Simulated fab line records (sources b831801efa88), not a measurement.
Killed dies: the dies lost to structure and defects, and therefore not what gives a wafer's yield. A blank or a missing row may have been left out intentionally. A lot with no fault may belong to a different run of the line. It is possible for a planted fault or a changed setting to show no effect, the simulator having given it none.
Struck lot and sound lot, side by side | flow sky130 | 14 steps out of a route of 708
Sound: the wafers L587.2, L587.3, L587.4. Wafers struck: L595.1, L595.2, L595.3. At the end, the cause is stated.
For every step that has rows: the tool of each side, followed by ch and its chambers, followed by its first start. Under that, the readings that differ: sound wafers | struck wafers | difference of the means | sigmas: that difference in standard deviations of wafers without a fault.
alike: same words and numbers on both sides, and readings whose means sit less than 2 such deviations apart. not compared: any withheld reading, any reading some wafer has no value for, any bound like >300 that may hide the same value, and any number with overlapping values for which the record gives no deviation.
A row with sigmas, a row that says differs or no value, or rows on one side alone: a step with any of these is where the two part. Numbers that have no deviation but don't overlap get no sigmas and don't part them. A reading that every wafer of one side lacks parts them only if that side has two wafers or more.

first, 1 step without rows for these wafers: SKY_VT_ADJUST_NCORE_DEVELOP_06 (develop time 60 s).
SKY_VT_ADJUST_NCORE_CD_MEAS_07: the cd target is 380 nm.
  struck on cd sem-01, day 12 06:29; sound on cd sem-01, day 10 01:18
  alike: cd nm
SKY_VT_ADJUST_NCORE_OVL_MEAS_08:
  struck on overlay-01, day 12 06:36; sound on overlay-02, day 10 01:24
  alike: VT_ADJUST_NCORE_OVL
after that, 1 step had no rows for these wafers: SKY_VT_ADJUST_NCORE_IMPLANT_09.
SKY_VT_ADJUST_NCORE_STRIP_10: strips in O2/N2.
  sound on plasma asher-03 ch 0,1, day 10 01:35; struck on plasma asher-04 ch 0,1, day 12 06:47
  alike: drypump motor current A, oes product au, strip time to endpoint s
  not compared: rf hours counter h
SKY_VT_ADJUST_NCORE_TW_MEAS_11:
  struck on film metro-02, day 12 06:53; sound on film metro-03, day 10 01:41
  reading            | sound             | struck            | difference | sigmas
  VT_ADJUST_NCORE_TW | 215.3 215.1 214.8 | 221.8 220.2 221.9 | +6.2       | +2
then, 6 steps without rows for these wafers: SKY_VT_ADJUST_HVTR_DEHYDRATE_00 (time 60 s); SKY_VT_ADJUST_HVTR_HMDS_01 (prime time 60 s); SKY_VT_ADJUST_HVTR_COAT_02 (resist thk 1140 nm); SKY_VT_ADJUST_HVTR_SOFTBAKE_03 (time 60 s); SKY_VT_ADJUST_HVTR_EXPOSE_04 (exposes mask HVTRM, target cd 380 nm); SKY_VT_ADJUST_HVTR_PEB_05.
SKY_VT_ADJUST_HVTR_DEVELOP_06: develop time 60 s.
  sound on litho track-02 ch 0, day 10 23:55; struck on litho track-03, day 13 07:08
  no value came back on the struck wafers for chill plate temp C (C), develop time s (s); on the sound wafers chill plate temp C (C) reads 22.97 23.04 23.09
SKY_VT_ADJUST_HVTR_CD_MEAS_07: the cd target is 380 nm.
  struck on cd sem-01, day 13 07:17; sound on cd sem-02, day 11 00:04
  reading    | sound             | struck | difference                    | sigmas
  cd nm (nm) | 378.7 381.9 383.0 | - - -  | no value on the struck wafers |

## WHERE THEY PART
First at SKY_VT_ADJUST_NCORE_TW_MEAS_11; last, within this record, at SKY_VT_ADJUST_HVTR_CD_MEAS_07.

WHY: what the simulator had put in
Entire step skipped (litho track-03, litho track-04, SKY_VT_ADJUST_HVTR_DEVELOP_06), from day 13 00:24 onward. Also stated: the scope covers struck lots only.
